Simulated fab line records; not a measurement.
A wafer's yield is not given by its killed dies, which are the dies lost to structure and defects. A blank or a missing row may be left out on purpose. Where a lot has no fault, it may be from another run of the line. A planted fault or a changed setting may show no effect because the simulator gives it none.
What tool caused it? ; flow sky130 ; 10 lots, 30 wafers sampled, at 2 steps of a route of 708

WHAT THE GAUGES READ, wafer by wafer
SKY_METAL5_RS_MEAS_05: the measuring method here is four-point-probe.
lot;measured;on;METAL5_ALCU_RS (ohm/sq)
L505;day 42 13:35;filmMetro-01;0.02707 0.02698 0.02697
L506;day 43 00:12;filmMetro-02;0.02713 0.02713 0.02733
L508;day 44 07:52;filmMetro-03;0.02667 0.02694 0.02716
L514;day 45 02:17;filmMetro-01;0.02681 0.02687 0.02675
L517;day 46 08:32;filmMetro-03;8.7646 8.8064 8.8229
L518;day 46 11:47;filmMetro-02;8.6569 8.549 8.6495
L526;day 48 04:00;filmMetro-03;0.02737 0.02697 0.02729
L525;day 48 05:36;filmMetro-03;0.02688 0.02678 0.02665
L527;day 48 08:50;filmMetro-02;0.02691 0.02669 0.02639
L528;day 48 11:53;filmMetro-03;0.02705 0.02673 0.02686

TOOL THAT RAN EACH LOT (tool first, then ch and the chambers of the sampled wafers, then the start)
lot;SKY_METAL5_SPUTTER_02
L505;pvdSputter-03, day 42 13:28
L506;pvdSputter-04, day 43 00:05
L508;pvdSputter-02, day 44 07:44
L514;pvdSputter-02, day 45 02:10
L517;pvdSputter-03, day 46 08:21
L518;pvdSputter-03, day 46 11:40
L526;pvdSputter-03, day 48 03:52
L525;pvdSputter-03, day 48 05:26
L527;pvdSputter-03, day 48 08:43
L528;pvdSputter-03, day 48 11:44
- SKY_METAL5_SPUTTER_02: material AlCu, target thk 1150 nm, time 61.2 s.

THE ANSWER, worked out from the rows above alone
Rule: usual is defined by the lots themselves. The widest of any qualifying gaps counts: lots, ordered by their means at a reading, are off when they make up no more than a third of the lots, leave a main group of 4 or more, and stand apart from it by 3 or more times the standard deviation of that group's means. A main group is skipped when, at the precision printed for the reading in the tables above, its means are all equal. Also off: a lot with no number at a reading for which 4 or more lots have one. The other lots that the step has rows for count as sound.
Off: at SKY_METAL5_RS_MEAS_05 (METAL5_ALCU_RS), L517, L518. The main group has a mean of 0.02693 ohm/sq with a standard deviation of 0.00018.
If a tool, at a process step before that reading, ran all the lots that are off and no sound lot after the first of them, it fits. The gauges at SKY_METAL5_RS_MEAS_05 are tried like those tools. Not one of the candidates tried fits.

WHAT THE SIMULATOR PUT IN
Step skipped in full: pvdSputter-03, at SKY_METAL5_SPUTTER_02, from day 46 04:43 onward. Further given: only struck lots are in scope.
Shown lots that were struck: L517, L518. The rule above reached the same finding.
